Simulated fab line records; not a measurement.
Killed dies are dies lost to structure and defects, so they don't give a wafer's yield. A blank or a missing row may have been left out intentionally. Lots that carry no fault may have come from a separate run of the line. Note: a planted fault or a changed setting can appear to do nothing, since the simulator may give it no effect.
Matching of chambers / flow gf180mcu / GF_V3_CMP_04 on cmp-01: 4 sister chambers
The step polishes SiO2. 16 wafers are shown with their chamber, then 7 later ones without.

WAFERS, EACH WITH ITS CHAMBER
wafer=L100.4; chamber=1; motor-current-A (A)=11.0; time-to-endpoint-s (s)=84; platen-rpm (rpm)=59.98
wafer=L100.5; chamber=1; motor-current-A (A)=10.7; time-to-endpoint-s (s)=94; platen-rpm (rpm)=60.09
wafer=L100.6; chamber=2; motor-current-A (A)=10.8; time-to-endpoint-s (s)=93; platen-rpm (rpm)=60.00
wafer=L103.1; chamber=0; motor-current-A (A)=13.2; time-to-endpoint-s (s)=76; platen-rpm (rpm)=60.02
wafer=L103.4; chamber=1; motor-current-A (A)=10.9; time-to-endpoint-s (s)=80; platen-rpm (rpm)=60.11
wafer=L103.5; chamber=1; motor-current-A (A)=10.9; time-to-endpoint-s (s)=89; platen-rpm (rpm)=60.12
wafer=L104.4; chamber=0; motor-current-A (A)=12.8; time-to-endpoint-s (s)=81; platen-rpm (rpm)=60.05
wafer=L104.5; chamber=0; motor-current-A (A)=12.6; time-to-endpoint-s (s)=82; platen-rpm (rpm)=60.02
wafer=L104.6; chamber=1; motor-current-A (A)=11.4; time-to-endpoint-s (s)=84; platen-rpm (rpm)=60.02
wafer=L106.2; chamber=3; motor-current-A (A)=12.2; time-to-endpoint-s (s)=81; platen-rpm (rpm)=60.03
wafer=L106.5; chamber=1; motor-current-A (A)=11.5; time-to-endpoint-s (s)=85; platen-rpm (rpm)=60.04
wafer=L116.1; chamber=3; motor-current-A (A)=11.4; time-to-endpoint-s (s)=76; platen-rpm (rpm)=59.96
wafer=L116.4; chamber=2; motor-current-A (A)=11.0; time-to-endpoint-s (s)=77; platen-rpm (rpm)=60.05
wafer=L116.6; chamber=3; motor-current-A (A)=11.7; time-to-endpoint-s (s)=77; platen-rpm (rpm)=60.02
wafer=L118.1; chamber=0; motor-current-A (A)=12.2; time-to-endpoint-s (s)=75; platen-rpm (rpm)=60.02
wafer=L118.3; chamber=3; motor-current-A (A)=11.7; time-to-endpoint-s (s)=78; platen-rpm (rpm)=60.05

SIGNATURES (means of the wafers above)
reading=motor-current-A; chamber 0=12.700; chamber 1=11.067; chamber 2=10.900; chamber 3=11.750; scatter within a chamber=0.337
reading=time-to-endpoint-s; chamber 0=78.50; chamber 1=86.00; chamber 2=85.00; chamber 3=78.00; scatter within a chamber=4.97
reading=platen-rpm; chamber 0=60.0275; chamber 1=60.0600; chamber 2=60.0250; chamber 3=60.0150; scatter within a chamber=0.0426
Rule: distance of a wafer from a chamber = root of the sum over the readings of ((wafer's reading minus chamber's mean) / reading's scatter) squared. The wafer belongs to the nearest chamber; if the next one is less than 2 further off, it can't be placed. The scatter: take each reading less its chamber's mean, square it, sum over the shown wafers, divide by the number of wafers less the number of chambers, and take the root.

WAFERS MISSING THEIR CHAMBER
wafer=L118.5; motor-current-A (A)=11.4; time-to-endpoint-s (s)=82; platen-rpm (rpm)=60.01
wafer=L120.1; motor-current-A (A)=12.1; time-to-endpoint-s (s)=75; platen-rpm (rpm)=60.01
wafer=L120.5; motor-current-A (A)=11.3; time-to-endpoint-s (s)=83; platen-rpm (rpm)=60.05
wafer=L120.6; motor-current-A (A)=12.5; time-to-endpoint-s (s)=80; platen-rpm (rpm)=59.96
wafer=L121.2; motor-current-A (A)=11.0; time-to-endpoint-s (s)=74; platen-rpm (rpm)=60.04
wafer=L121.3; motor-current-A (A)=11.8; time-to-endpoint-s (s)=80; platen-rpm (rpm)=60.00
wafer=L121.6; motor-current-A (A)=10.4; time-to-endpoint-s (s)=80; platen-rpm (rpm)=59.99

EACH ONE'S CHAMBER
wafer=L118.5; from the rows above=can't be placed: 3 or 2 or 1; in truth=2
wafer=L120.1; from the rows above=can't be placed: 3 or 0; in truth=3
wafer=L120.5; from the rows above=can't be placed: 1 or 2 or 3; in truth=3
wafer=L120.6; from the rows above=can't be placed: 0 or 3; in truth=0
wafer=L121.2; from the rows above=can't be placed: 2 or 3 or 1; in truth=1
wafer=L121.3; from the rows above=3; in truth=3
wafer=L121.6; from the rows above=can't be placed: 2 or 1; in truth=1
Correct placement for 1 of the 7. Cannot be placed on the basis of these rows: 6; the candidates contain the true chamber in 6. 0 placed wrongly.
